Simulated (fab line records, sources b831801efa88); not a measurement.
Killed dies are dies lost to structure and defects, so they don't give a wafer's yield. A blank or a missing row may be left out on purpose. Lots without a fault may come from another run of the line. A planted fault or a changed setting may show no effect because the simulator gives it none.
fab line records | flow sky130
record lots=12 wafers=36 last_day=50
route steps=708 shown VIA2@509 METAL3@532 PAD_OPEN@708
lots that met no fault: from a run of the same line without faults
start_h: hours from the record's first day to the start of the lot's first wafer shown | wait_h: hours since the lot's step before | " the same as in the row above | L1.1+2: a row that stands for several wafers | - no value, or no start given | * or withheld: withheld | < > ~ a bound
route shown NAME@n: a module of which the file shows steps, and the number in the route of the first | usual: mean/standard deviation of fault-free wafers | same: alike in all rows | chamber/n: place in a boat | sites: the reading at each site | _std_site: their standard deviation | _edge_site: outer sites' mean less inner sites' | radius_mm: how far each site lies from the wafer's centre | mask NAME#n: copy n | behind: the tool/chamber that last shaped the wafer | hold: why the lot was held/for how many hours/how that ended | device: the transistor (n, p or np) that didn't switch | end of line: the same wafers' tests at the end of the route | a step without rows: its recipe alone | killed: dies lost to structure and defects at the first sort, not the wafer's yield | map: a wafer's dies, x killed, . not, _ none there
set.NAME: the setting as run; set.NAME@STEP: as run at that earlier step | model.NAME: the simulator's own value behind a step, which no gauge read
steps of the route over a sample of lots; a table a step, a row a wafer
services: from which hour (start_h, from the record's first day; less than 0 if before it) a tool's chamber was out of use, for how many hours, and why
## steps
# step SKY_VIA2_CMP_02
# recipe material=SiO2 down_force_psi=4 platen_rpm=60 pad_velocity_m_s=0.94248
# usual motor_current_A=12.0/1.2 platen_rpm=60.00/0.039
# columns lot.wafer tool chamber start_h wait_h motor_current_A platen_rpm
L569.2 cmp-02 1 834.22 0.0 10.9 60.01
L569.4 " 2 " " 12.1 59.95
L569.3 " 0 " " 11.0 60.07
L570.3 cmp-02 0 845.73 0.1 11.0 59.99
L570.4 " 1 " " 10.7 59.98
L570.6 " 2 " " 11.9 60.04
L571.3 cmp-01 0 851.75 0.1 14.7 60.00
L571.2 " 1 " " 11.9 60.05
L571.6 " 0 " " 14.6 60.03
L572.2 cmp-01 0 853.34 0.1 14.5 60.01
L572.3 " 2 " " 12.2 60.04
L572.5 " 3 " " 13.1 60.02
L573.2 cmp-02 0 856.79 0.1 12.0 60.06
L573.5 " 2 " " 11.7 60.02
L573.6 " 3 " " 10.8 60.01
L574.2 cmp-01 2 872.94 0.1 11.7 59.99
L574.4 " 0 " " 14.6 60.02
L574.6 " 1 " " 11.0 59.99
L575.3 cmp-01 0 878.54 0.0 15.1 59.99
L575.4 " 3 " " 12.8 60.01
L575.6 " 1 " " 11.4 60.05
L576.1 cmp-01 1 879.00 0.1 11.1 60.02
L576.4 " 2 " " 11.6 60.05
L576.3 " 0 " " 14.6 60.00
L577.1 cmp-01 3 885.60 0.1 12.9 60.05
L577.3 " 0 " " 14.9 60.01
L577.5 " 2 " " 12.3 59.98
L586.2 cmp-02 1 961.52 0.1 10.9 59.98
L586.1 " 2 " " 12.6 59.99
L586.5 " 0 " " 11.2 59.94
L588.1 cmp-01 0 967.55 0.1 14.5 60.01
L588.5 " 2 " " 12.3 59.93
L588.6 " 3 " " 12.9 59.95
L590.4 cmp-01 1 978.02 0.0 11.5 60.04
L590.2 " 3 " " 12.5 60.02
L590.5 " 1 " " 11.2 60.04
# step SKY_VIA2_ETCH_15
# recipe target=SiO2 chemistry=C4F8/O2/Ar target_depth_nm=546 stop_on=TiN mask_material=KrF-thick source_w=1500 bias_w=1200 pressure_mtorr=40 c4f8_flow_sccm=withheld O2_flow_sccm=6 Ar_flow_sccm=300 time_s=84
# usual chamber_pressure_mTorr=40.00/0.038 oes_product_au=0.939/0.0053
# columns lot.wafer tool chamber start_h wait_h chamber_pressure_mTorr oes_product_au rf_hours_counter_h
L569.2 rie_diel-04 0 860.76 0.0 40.01 0.952 19
L569.3 " 2 " " 40.00 0.928 18
L569.4 " 2 " " 40.03 0.939 -
L570.3 rie_diel-02 2 872.27 0.0 40.01 0.935 0
L570.4 " 3 " " 39.98 0.939 1
L570.6 " 0 " " 40.01 0.945 -
L571.2 rie_diel-02 1 879.07 0.0 40.00 0.943 10
L571.3 " 0 " " 39.98 0.938 25
L571.6 " 3 " " 39.97 0.937 -
L572.2 rie_diel-04 3 879.71 0.0 39.98 0.929 0
L572.3 " 1 " " 39.95 0.936 11
L572.5 " 3 " " 39.99 0.940 -
L573.2 rie_diel-03 3 883.21 0.0 39.97 0.932 6
L573.5 " 3 " " 39.97 0.941 -
L573.6 " 2 " " 40.01 0.937 -
L574.2 rie_diel-02 0 897.92 0.0 39.95 0.942 26
L574.4 " 3 " " 39.93 0.948 2
L574.6 " 1 " " 40.03 0.934 -
L575.3 rie_diel-04 1 904.41 0.0 40.02 0.883 12
L575.4 " 0 " " 39.97 0.942 21
L575.6 " 0 " " 39.99 0.932 -
L576.1 rie_diel-04 2 905.56 0.0 39.92 0.948 20
L576.3 " 0 " " 39.99 0.878 21
L576.4 " 1 " " 39.98 0.936 12
L577.1 rie_diel-02 2 911.06 0.0 40.08 0.941 2
L577.3 " 1 " " 40.01 0.882 12
L577.5 " 0 " " 39.98 0.948 -
L586.1 rie_diel-03 1 985.92 0.0 39.95 0.944 7
L586.2 " 3 " " 39.98 0.941 8
L586.5 " 3 " " 40.07 0.933 -
L588.1 rie_diel-04 1 991.61 0.0 40.08 0.943 14
L588.5 " 3 " " 40.02 0.945 -
L588.6 " 0 " " 39.99 0.940 -
L590.2 rie_diel-02 1 1002.31 0.0 39.99 0.942 15
L590.4 " 2 " " 39.96 0.934 5
L590.5 " 1 " " 40.00 0.937 -
# step SKY_METAL3_SPUTTER_00
# recipe material=Ti target_thk_nm=15 power_w=3000 time_s=10 chamber_pressure_pa=0.4
# usual throttle_valve_pct=29.7/0.93
# columns lot.wafer tool chamber start_h wait_h throttle_valve_pct
L569.2 pvd_sputter-02 - 862.08 0.2 30.0
L569.3 " - " " 29.6
L569.4 " - " " 28.9
L570.3 pvd_sputter-04 - 873.64 0.2 30.4
L570.4 " - " " 30.7
L570.6 " - " " 30.9
L571.2 pvd_sputter-04 - 880.40 0.2 30.5
L571.3 " - " " 30.3
L571.6 " - " " 30.5
L572.2 pvd_sputter-03 - 881.17 0.1 29.0
L572.3 " - " " 30.0
L572.5 " - " " 30.9
L573.2 pvd_sputter-03 - 884.54 0.1 31.0
L573.5 " - " " 28.9
L573.6 " - " " 30.3
L574.2 pvd_sputter-04 - 899.26 0.2 30.8
L574.4 " - " " 30.4
L574.6 " - " " 30.9
L575.3 pvd_sputter-04 - 905.74 0.2 30.7
L575.4 " - " " 30.9
L575.6 " - " " 30.8
L576.1 pvd_sputter-02 - 906.89 0.2 29.6
L576.3 " - " " 29.1
L576.4 " - " " 29.0
L577.1 pvd_sputter-04 - 912.39 0.1 30.9
L577.3 " - " " 27.4
L577.5 " - " " 31.0
L586.1 pvd_sputter-02 - 987.25 0.1 29.6
L586.2 " - " " 29.8
L586.5 " - " " 30.0
L588.1 pvd_sputter-02 - 992.94 0.1 29.5
L588.5 " - " " 29.8
L588.6 " - " " 29.9
L590.2 pvd_sputter-02 - 1003.78 0.2 29.6
L590.4 " - " " 29.5
L590.5 " - " " 29.0
# step SKY_METAL3_SPUTTER_01
# recipe material=TiN target_thk_nm=20 power_w=6500 time_s=16.7 chamber_pressure_pa=0.4
# usual throttle_valve_pct=29.7/0.95
# columns lot.wafer tool chamber start_h wait_h throttle_valve_pct
L569.2 pvd_sputter-02 - 862.11 0.0 29.7
L569.3 " - " " 29.5
L569.4 " - " " 28.9
L570.3 pvd_sputter-04 - 873.66 0.0 30.3
L570.4 " - " " 30.4
L570.6 " - " " 30.7
L571.2 pvd_sputter-04 - 880.42 0.0 30.5
L571.3 " - " " 30.2
L571.6 " - " " 30.5
L572.2 pvd_sputter-03 - 881.19 0.0 28.8
L572.3 " - " " 30.6
L572.5 " - " " 30.6
L573.2 pvd_sputter-03 - 884.57 0.0 31.0
L573.5 " - " " 29.3
L573.6 " - " " 30.7
L574.2 pvd_sputter-04 - 899.28 0.0 30.8
L574.4 " - " " 30.6
L574.6 " - " " 30.7
L575.3 pvd_sputter-04 - 905.76 0.0 30.2
L575.4 " - " " 31.0
L575.6 " - " " 30.7
L576.1 pvd_sputter-02 - 906.91 0.0 29.6
L576.3 " - " " 29.0
L576.4 " - " " 29.1
L577.1 pvd_sputter-04 - 912.41 0.0 30.9
L577.3 " - " " 27.4
L577.5 " - " " 30.7
L586.1 pvd_sputter-02 - 987.27 0.0 29.5
L586.2 " - " " 30.3
L586.5 " - " " 30.0
L588.1 pvd_sputter-02 - 992.96 0.0 29.9
L588.5 " - " " 29.6
L588.6 " - " " 29.9
L590.2 pvd_sputter-02 - 1003.80 0.0 29.4
L590.4 " - " " 29.5
L590.5 " - " " 28.6
# step SKY_METAL3_SPUTTER_04
# recipe material=TiN target_thk_nm=70 power_w=6500 time_s=58.3 chamber_pressure_pa=0.4
# usual throttle_valve_pct=29.7/0.91
# columns lot.wafer tool chamber start_h wait_h throttle_valve_pct
L569.2 pvd_sputter-02 - 862.19 0.0 29.9
L569.3 " - " " 29.7
L569.4 " - " " 29.2
L570.3 pvd_sputter-04 - 873.74 0.0 30.7
L570.4 " - " " 30.2
L570.6 " - " " 30.8
L571.2 pvd_sputter-04 - 880.51 0.0 30.3
L571.3 " - " " 30.6
L571.6 " - " " 30.6
L572.2 pvd_sputter-03 - 881.27 0.0 28.9
L572.3 " - " " 30.0
L572.5 " - " " 30.2
L573.2 pvd_sputter-03 - 884.65 0.0 30.5
L573.5 " - " " 29.0
L573.6 " - " " 30.5
L574.2 pvd_sputter-04 - 899.36 0.0 30.8
L574.4 " - " " 30.3
L574.6 " - " " 30.9
L575.3 pvd_sputter-04 - 905.84 0.0 30.7
L575.4 " - " " 30.9
L575.6 " - " " 31.1
L576.1 pvd_sputter-02 - 906.99 0.0 29.6
L576.3 " - " " 29.1
L576.4 " - " " 29.0
L577.1 pvd_sputter-04 - 912.49 0.0 30.7
L577.3 " - " " 27.7
L577.5 " - " " 30.7
L586.1 pvd_sputter-02 - 987.36 0.0 29.7
L586.2 " - " " 30.0
L586.5 " - " " 30.0
L588.1 pvd_sputter-02 - 993.04 0.0 29.5
L588.5 " - " " 30.0
L588.6 " - " " 30.2
L590.2 pvd_sputter-02 - 1003.88 0.0 29.6
L590.4 " - " " 29.4
L590.5 " - " " 29.2
# step SKY_PAD_OPEN_PROBE_99
# usual defect_limited_yield=82.4/1.8 killed_at_M0_to_M3=44/6 killed_at_M4_up=2.9/1.5 killed_at_contacts=24/4.9 killed_at_front_end=16/4.3 killed_at_other=0.3/0.54 killed_dies=87/8.7 killed_open=48/6.7 killed_short=39/5.9 sort_bin_3_pad_short=0.9/0.4 sort_bin_5_function=10.5/1.5 sort_bin_6_memory=6.2/1.1 sort_n_pass=405/8.7 sort_yield_pct=82.4/1.8
# same gross_dies=492 killed_at_back_side=0 sort_bin_4_leakage[%]=0 sort_bin_8_speed[%]=0
# columns lot.wafer tool chamber start_h wait_h defect_limited_yield[%] killed_at_M0_to_M3 killed_at_M4_up killed_at_contacts killed_at_front_end killed_at_other killed_dies killed_open killed_short sort_bin_3_pad_short[%] sort_bin_5_function[%] sort_bin_6_memory[%] sort_n_pass sort_yield_pct[%]
L572.2 prober-01 - 1103.48 0.1 81.9 43 2 22 22 0 89 50 39 0.8 10.0 7.3 403 81.9
L572.3 prober-01 - 1103.53 0.2 82.5 35 0 26 25 0 86 46 40 0.6 9.8 7.1 406 82.5
L572.5 prober-01 - 1103.63 0.2 82.1 42 2 26 17 1 88 56 32 0.6 12.0 5.3 404 82.1
L586.1 prober-02 - 1181.08 0.1 83.5 39 2 22 17 1 81 43 36 1.2 10.4 4.9 411 83.5
L586.2 prober-02 - 1181.13 0.1 82.1 43 2 28 13 2 88 50 36 0.6 8.7 8.5 404 82.1
L586.5 prober-02 - 1181.28 0.2 80.7 43 3 32 16 1 95 51 43 1.0 13.2 5.1 397 80.7
L588.1 prober-02 - 1187.38 0.1 81.7 50 0 23 17 0 90 55 35 1.2 11.4 5.7 402 81.7
L588.5 prober-02 - 1187.58 0.2 77.4 48 2 35 26 0 111 55 54 0.8 12.4 9.3 381 77.4
L588.6 prober-02 - 1187.63 0.2 82.1 41 2 29 16 0 88 48 40 0.8 11.0 6.1 404 82.1
# killed by level:class
L572.2 POLY_GATE:geometric_particle:open=10 LOCAL_INTERCONNECT:geometric_particle:short=8 VIA1:geometric_particle:open=7 VIA2:geometric_particle:open=6 CONTACT:geometric_particle:open=6 VIA3:geometric_particle:open=6 METAL1:geometric_particle:open=5 FIELD_ISO:geometric_particle:short=4
L572.3 CONTACT:geometric_particle:open=11 VIA1:geometric_particle:open=9 POLY_GATE:geometric_particle:short=6 FIELD_ISO:geometric_particle:open=5 POLY_GATE:geometric_particle:open=5 VIA3:geometric_particle:open=5 LI_CONTACT:geometric_particle:open=5 FIELD_ISO:geometric_particle:short=4
L572.5 CONTACT:geometric_particle:open=11 VIA1:geometric_particle:open=10 LI_CONTACT:geometric_particle:open=8 VIA3:geometric_particle:open=8 VIA1:geometric_particle:short=7 VIA2:geometric_particle:open=6 CONTACT:geometric_particle:short=5 FIELD_ISO:geometric_particle:short=4
L586.1 VIA2:geometric_particle:open=9 LI_CONTACT:geometric_particle:open=8 VIA1:geometric_particle:open=7 POLY_GATE:geometric_particle:short=5 CONTACT:geometric_particle:short=5 METAL1:geometric_particle:short=5 VIA3:geometric_particle:open=4 LOCAL_INTERCONNECT:geometric_particle:short=4
L586.2 CONTACT:geometric_particle:open=13 VIA1:geometric_particle:open=7 METAL2:geometric_particle:short=7 VIA2:geometric_particle:open=7 VIA2:geometric_particle:short=6 VIA3:geometric_particle:open=5 LI_CONTACT:geometric_particle:open=5 CONTACT:geometric_particle:short=5
L586.5 CONTACT:geometric_particle:open=15 VIA1:geometric_particle:short=9 VIA2:geometric_particle:open=7 LI_CONTACT:geometric_particle:open=7 CONTACT:geometric_particle:short=5 METAL1:geometric_particle:short=5 VIA1:geometric_particle:open=5 METAL2:geometric_particle:short=4
L588.1 VIA1:geometric_particle:open=11 LI_CONTACT:geometric_particle:open=10 FIELD_ISO:geometric_particle:open=9 VIA3:geometric_particle:open=8 METAL2:geometric_particle:short=7 METAL1:geometric_particle:short=6 CONTACT:geometric_particle:open=5 VIA2:geometric_particle:open=5
L588.5 LI_CONTACT:geometric_particle:open=9 METAL1:geometric_particle:short=9 VIA1:geometric_particle:open=9 CONTACT:geometric_particle:short=8 FIELD_ISO:geometric_particle:open=7 POLY_GATE:geometric_particle:open=7 POLY_GATE:geometric_particle:short=7 CONTACT:geometric_particle:open=7
L588.6 CONTACT:geometric_particle:open=19 VIA2:geometric_particle:open=9 VIA1:geometric_particle:open=6 METAL1:geometric_particle:short=6 POLY_GATE:geometric_particle:short=5 CONTACT:geometric_particle:short=5 FIELD_ISO:geometric_particle:short=4 VIA2:geometric_particle:short=4
## services
# columns tool chamber start_h hours kind
cmp-02 - 825.52 5.8 pm
pvd_sputter-04 - 843.99 1.3 repair
rie_diel-02 2 845.36 7.4 repair
rie_diel-03 3 856.14 10.5 repair
pvd_sputter-02 - 868.80 0.9 repair
cmp-01 - 890.18 0.5 repair
rie_diel-03 - 897.59 14.6 pm
rie_diel-04 1 898.08 1.4 repair
cmp-02 - 912.77 4.0 pm
rie_diel-02 0 913.75 4.2 repair
rie_diel-04 1 915.12 7.9 repair
cmp-01 - 918.79 1.3 repair
rie_diel-03 0 924.74 5.8 repair
pvd_sputter-02 - 924.87 1.9 repair
rie_diel-04 3 925.16 3.4 repair
rie_diel-02 2 930.15 5.0 repair
pvd_sputter-04 - 936.09 3.5 repair
cmp-01 - 943.33 0.4 repair
rie_diel-02 3 949.35 1.3 repair
cmp-01 - 960.52 2.7 repair
pvd_sputter-03 - 981.37 4.9 repair
cmp-02 - 984.65 1.8 repair
cmp-01 - 985.36 4.5 repair
rie_diel-04 2 991.01 8.9 repair
## key
first_sign step=SKY_VIA2_ETCH_15 reading=oes_product_au direction=down sigmas=11 usual=0.939 struck=0.881
effect none on later readings
met_at SKY_VIA2_CMP_02
struck_lots L575,L576,L577
struck_wafers L575.3,L576.3,L577.3
not_acting_at SKY_METAL3_SPUTTER_00,SKY_METAL3_SPUTTER_01,SKY_METAL3_SPUTTER_04
fault kind=process_parameter_drift tool=cmp-01 chamber=0 onset_h=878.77 steps=SKY_VIA2_CMP_02 channel=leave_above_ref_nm offset=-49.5 shape=step end_h=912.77 acts_in=these_recipes_only stated=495
